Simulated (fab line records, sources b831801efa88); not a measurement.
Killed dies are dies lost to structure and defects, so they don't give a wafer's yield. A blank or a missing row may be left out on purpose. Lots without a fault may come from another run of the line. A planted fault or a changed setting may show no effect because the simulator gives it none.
A struck lot beside a sound one | flow sfq_line | 42 steps out of a route of 325
Sound: wafers L963.1, L963.2, L963.5. Struck: wafers L981.1, L981.4, L981.6. The cause comes at the end.
At each step with rows: each side's tool, then ch and its chambers, then its first start. Under that, the readings that differ: sound wafers | struck wafers | difference of the means | sigmas: that difference in standard deviations of wafers without a fault.
alike: readings whose means differ by less than 2 such deviations, and words and numbers that are the same on both sides. not compared: withheld readings, readings that some wafer has no value for, bounds like >300 that may hide the same value, and numbers for which the record gives no deviation and whose values overlap.
The two part at a step that has a row with sigmas, a row that says differs or no value, or rows on one side only. Numbers that don't overlap but have no deviation are shown without sigmas and don't part them. A reading that every wafer of one side lacks parts them only if that side has two wafers or more.

SFQ_M1_OVL_MEAS_911:
  sound on overlay-01, day 24 08:33; struck on overlay-01, day 30 18:19
  alike: M1_OVL
then, 6 steps without rows for these wafers: SFQ_TRILAYER_M1_BARC_OPEN_METAL_ETCH_054 (etches BARC in O2, target depth 125 nm, time 41.7 s); SFQ_TRILAYER_M1_ETCH_METAL_ETCH_042 (etches Nb in Cl2/Ar, stops on SiO2, target depth 240 nm, time 120 s); SFQ_TRILAYER_M1_STRIP_STRIP_043 (strips in O2); SFQ_TRILAYER_M1_STRIP_SOLV_CLEAN_044 (cleans in NMP, time 600 s); SFQ_TRILAYER_I1_DEP_PECVD_045 (deposits SiO2 from SiH4/N2O, time 111.11 s, target thk 500 nm); SFQ_TRILAYER_I1_CMP_CMP_046 (polishes SiO2).
SFQ_I1_BOW_MEAS_912:
  sound on film_metro-03, day 24 18:07; struck on film_metro-03, day 30 22:23
  alike: I1_BOW
SFQ_TRILAYER_I1_METRO_MEASURE_047:
  sound on film_metro-03, day 24 18:14; struck on film_metro-03, day 30 22:31
  alike: thk_nm
then, 3 steps without rows for these wafers: SFQ_TRILAYER_I1_VIA_LITHO_COAT_054 (resist thk 62 nm); SFQ_TRILAYER_I1_VIA_LITHO_COAT_049 (resist thk 650 nm); SFQ_TRILAYER_I1_VIA_LITHO_SOFTBAKE_053.
-- the record jumps here: 6 days lie between the struck wafers' starts before and after --
SFQ_TRILAYER_I1_VIA_LITHO_EXPOSE_050: exposes mask I1, target cd 500 nm.
  sound on krf_scanner-01 ch 0, day 25 08:03; struck on krf_scanner-01 ch 0, day 37 02:53
  reading                    | sound             | struck            | difference | sigmas
  model.I1.overlay_x_nm (nm) | 2.435 2.435 2.435 | 80.06 80.06 80.06 | +77.62     |
  alike: mask
then, 2 steps without rows for these wafers: SFQ_TRILAYER_I1_VIA_LITHO_PEB_052 (peb time 60 s); SFQ_TRILAYER_I1_VIA_LITHO_DEVELOP_051 (time 60 s).
SFQ_I1_OVL_MEAS_913:
  sound on overlay-01, day 25 09:33; struck on overlay-01, day 37 04:23
  reading     | sound   | struck   | difference | sigmas
  I1_OVL (nm) | 1 -3 -5 | 86 81 86 | +87        | +14
SFQ_TRILAYER_I1_VIA_BARC_OPEN_VIA_ETCH_071: etches BARC in O2, target depth 125 nm, time 41.7 s.
  sound on rie_diel-01 ch 2,3, day 25 09:35; struck on rie_diel-04 ch 1,2,3, day 37 04:25
  alike: chamber_pressure_mTorr, drypump_motor_current_A, oes_product_au
  not compared: rf_hours_counter_h
SFQ_TRILAYER_I1_VIA_ETCH_VIA_ETCH_052: etches SiO2 in CHF3, stops on Nb, target depth 260 nm.
  sound on rie_diel-01 ch 2,3, day 25 09:37; struck on rie_diel-04 ch 1,2,3, day 37 04:27
  alike: chamber_pressure_mTorr, drypump_motor_current_A, oes_product_au
then, 4 steps without rows for these wafers: SFQ_TRILAYER_I1_VIA_STRIP_STRIP_053 (strips in O2); SFQ_TRILAYER_I1_VIA_STRIP_SOLV_CLEAN_054 (cleans in NMP, time 600 s); SFQ_TRILAYER_M2_DEP_PRE_CLEAN_056 (time 22.5 s); SFQ_TRILAYER_M2_DEP_SPUTTER_055 (material Nb, target thk 200 nm, time 133.3 s).
SFQ_M2_RS_MEAS_914: measures by four-point-probe.
  sound on film_metro-01, day 25 11:14; struck on film_metro-02, day 37 05:28
  reading           | sound             | struck            | difference | sigmas
  M2_NB_RS (ohm/sq) | 0.907 0.900 0.909 | 0.881 0.889 0.887 | -0.020     | -2
then, 6 steps without rows for these wafers: SFQ_TRILAYER_M2_LITHO_COAT_062 (resist thk 62 nm); SFQ_TRILAYER_M2_LITHO_COAT_057 (resist thk 600 nm); SFQ_TRILAYER_M2_LITHO_SOFTBAKE_061; SFQ_TRILAYER_M2_LITHO_EXPOSE_058 (exposes mask M2, target cd 500 nm); SFQ_TRILAYER_M2_LITHO_PEB_060 (peb time 60 s); SFQ_TRILAYER_M2_LITHO_DEVELOP_059 (time 60 s).
SFQ_M2_OVL_MEAS_916:
  sound on overlay-01, day 30 21:55; struck on overlay-02, day 37 09:18
  alike: M2_OVL
SFQ_TRILAYER_M2_BARC_OPEN_METAL_ETCH_077: etches BARC in O2, target depth 125 nm, time 41.7 s.
  sound on rie_metal-03 ch 0,1, day 30 21:58; struck on rie_metal-04 ch 0,1, day 37 09:20
  alike: chamber_pressure_mTorr, drypump_motor_current_A, oes_product_au
  not compared: rf_hours_counter_h
then, 5 steps without rows for these wafers: SFQ_TRILAYER_M2_ETCH_METAL_ETCH_060 (etches Nb in Cl2/Ar, stops on SiO2, target depth 240 nm, time 120 s); SFQ_TRILAYER_M2_STRIP_STRIP_061 (strips in O2); SFQ_TRILAYER_M2_STRIP_SOLV_CLEAN_062 (cleans in NMP, time 600 s); SFQ_TRILAYER_I2_DEP_PECVD_063 (deposits SiO2 from SiH4/N2O, time 111.11 s, target thk 500 nm); SFQ_TRILAYER_I2_CMP_CMP_064 (polishes SiO2).
SFQ_I2_BOW_MEAS_917:
  sound on film_metro-02, day 31 02:01; struck on film_metro-03, day 38 02:23
  alike: I2_BOW
SFQ_TRILAYER_I2_METRO_MEASURE_065:
  sound on film_metro-02, day 31 02:08; struck on film_metro-03, day 38 02:31
  alike: thk_nm
then, 3 steps without rows for these wafers: SFQ_TRILAYER_I2_VIA_LITHO_COAT_072 (resist thk 62 nm); SFQ_TRILAYER_I2_VIA_LITHO_COAT_067 (resist thk 650 nm); SFQ_TRILAYER_I2_VIA_LITHO_SOFTBAKE_071.
-- the record jumps here: 44 days lie between the struck wafers' starts before and after --
SFQ_M8_BOW_MEAS_951:
  sound on film_metro-03, day 74 07:38; struck on film_metro-04, day 81 17:42
  alike: M8_BOW
  not compared: model.etest.i1.link_ohm

WHERE THEY PART
First at SFQ_I1_OVL_MEAS_913; last, within this record, at SFQ_M2_RS_MEAS_914. Later steps at which nothing parts them and some readings are alike: SFQ_M2_OVL_MEAS_916, SFQ_TRILAYER_M2_BARC_OPEN_METAL_ETCH_077, SFQ_I2_BOW_MEAS_917, SFQ_TRILAYER_I2_METRO_MEASURE_065, SFQ_M8_BOW_MEAS_951.

WHY: what the simulator had put in
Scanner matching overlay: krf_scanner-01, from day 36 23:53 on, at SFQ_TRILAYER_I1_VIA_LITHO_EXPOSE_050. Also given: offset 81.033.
